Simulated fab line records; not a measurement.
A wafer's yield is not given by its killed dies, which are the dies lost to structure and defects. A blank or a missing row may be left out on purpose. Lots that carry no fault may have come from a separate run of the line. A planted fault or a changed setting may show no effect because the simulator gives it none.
Which tool was responsible? / flow sky130 / 21 wafers from 7 lots sampled at 4 of the route's 708 steps

## WHAT EACH GAUGE READ, for each wafer
SKY_VIA4_RS_MEAS_19: a four-point-probe measurement.
lot=L769; measured=day 42 21:16; on=filmMetro-03; VIA4_W_RS (ohm/sq)=0.2310 0.2310 0.2295
lot=L775; measured=day 44 20:04; on=filmMetro-01; VIA4_W_RS (ohm/sq)=0.2266 0.2259 0.2281
lot=L778; measured=day 45 15:29; on=filmMetro-03; VIA4_W_RS (ohm/sq)=0.2284 0.2280 0.2276
lot=L780; measured=day 46 04:55; on=filmMetro-01; VIA4_W_RS (ohm/sq)=0.2281 0.2306 0.2261
lot=L783; measured=day 46 21:15; on=filmMetro-01; VIA4_W_RS (ohm/sq)=57.686 59.197 58.004
lot=L785; measured=day 47 08:29; on=filmMetro-03; VIA4_W_RS (ohm/sq)=57.073 56.448 55.982
lot=L788; measured=day 48 03:16; on=filmMetro-03; VIA4_W_RS (ohm/sq)=0.2270 0.2273 0.2295

## TOOL THAT RAN EACH LOT (tool first, then ch and the chambers of the sampled wafers, then the start)
lot=L769; SKY_VIA4_ETCH_12=rieDiel-02 ch 1,3, day 42 20:17; SKY_VIA4_SPUTTER_17=pvdSputter-01, day 42 21:01; SKY_VIA4_CVD_18=cvdW-01 ch 0,1, day 42 21:05
lot=L775; SKY_VIA4_ETCH_12=rieDiel-03 ch 0,1,3, day 44 19:11; SKY_VIA4_SPUTTER_17=pvdSputter-01, day 44 19:51; SKY_VIA4_CVD_18=cvdW-02 ch 0,1, day 44 19:55
lot=L778; SKY_VIA4_ETCH_12=rieDiel-01 ch 1,2,3, day 45 14:35; SKY_VIA4_SPUTTER_17=pvdSputter-01, day 45 15:15; SKY_VIA4_CVD_18=cvdW-01 ch 0,1, day 45 15:19
lot=L780; SKY_VIA4_ETCH_12=rieDiel-03 ch 0,1,3, day 46 04:02; SKY_VIA4_SPUTTER_17=pvdSputter-01, day 46 04:41; SKY_VIA4_CVD_18=cvdW-01 ch 0,1, day 46 04:45
lot=L783; SKY_VIA4_ETCH_12=rieDiel-03 ch 1,2,3, day 46 20:20; SKY_VIA4_SPUTTER_17=pvdSputter-01, day 46 21:02; SKY_VIA4_CVD_18=cvdW-01 ch 0,1, day 46 21:06
lot=L785; SKY_VIA4_ETCH_12=rieDiel-02 ch 0,2,3, day 47 07:35; SKY_VIA4_SPUTTER_17=pvdSputter-01, day 47 08:15; SKY_VIA4_CVD_18=cvdW-01 ch 0,1, day 47 08:19
lot=L788; SKY_VIA4_ETCH_12=rieDiel-01 ch 2, day 48 02:20; SKY_VIA4_SPUTTER_17=pvdSputter-01, day 48 03:02; SKY_VIA4_CVD_18=cvdW-01 ch 0,1, day 48 03:06
- SKY_VIA4_ETCH_12: etches SiO2 in C4F8/O2/Ar, stops on TiN, target depth 580 nm.
- SKY_VIA4_SPUTTER_17: material TiN, target thk 20 nm, time 80 s.
- SKY_VIA4_CVD_18: deposits W, target thk 505 nm, time 152.14 s.

## THE ANSWER, worked out from the rows above alone
Rule: the lots themselves supply what counts as usual. Put in order of their means at a reading, lots are off if they are a third of the lots or fewer, leave a main group of 4 or more, and stand apart from it by a gap of 3 or more times the standard deviation of the main group's means; of several such gaps the widest counts. Not used: any main group whose means are identical at the precision the tables above print for the reading. Also off: a lot with no number at a reading for which 4 or more lots have one. Where the step has rows for the other lots, those lots are counted as sound.
Off: L783, L785, at SKY_VIA4_RS_MEAS_19 (VIA4_W_RS). For the main group the mean is 0.2283 ohm/sq and the standard deviation 0.0012.
A tool fits if, at a process step before that reading, it ran every lot that is off, and no sound lot after the first of them. The gauges at SKY_VIA4_RS_MEAS_19 are tried like those tools. Not one of the candidates tried fits.

## WHAT HAD BEEN PUT IN BY THE SIMULATOR
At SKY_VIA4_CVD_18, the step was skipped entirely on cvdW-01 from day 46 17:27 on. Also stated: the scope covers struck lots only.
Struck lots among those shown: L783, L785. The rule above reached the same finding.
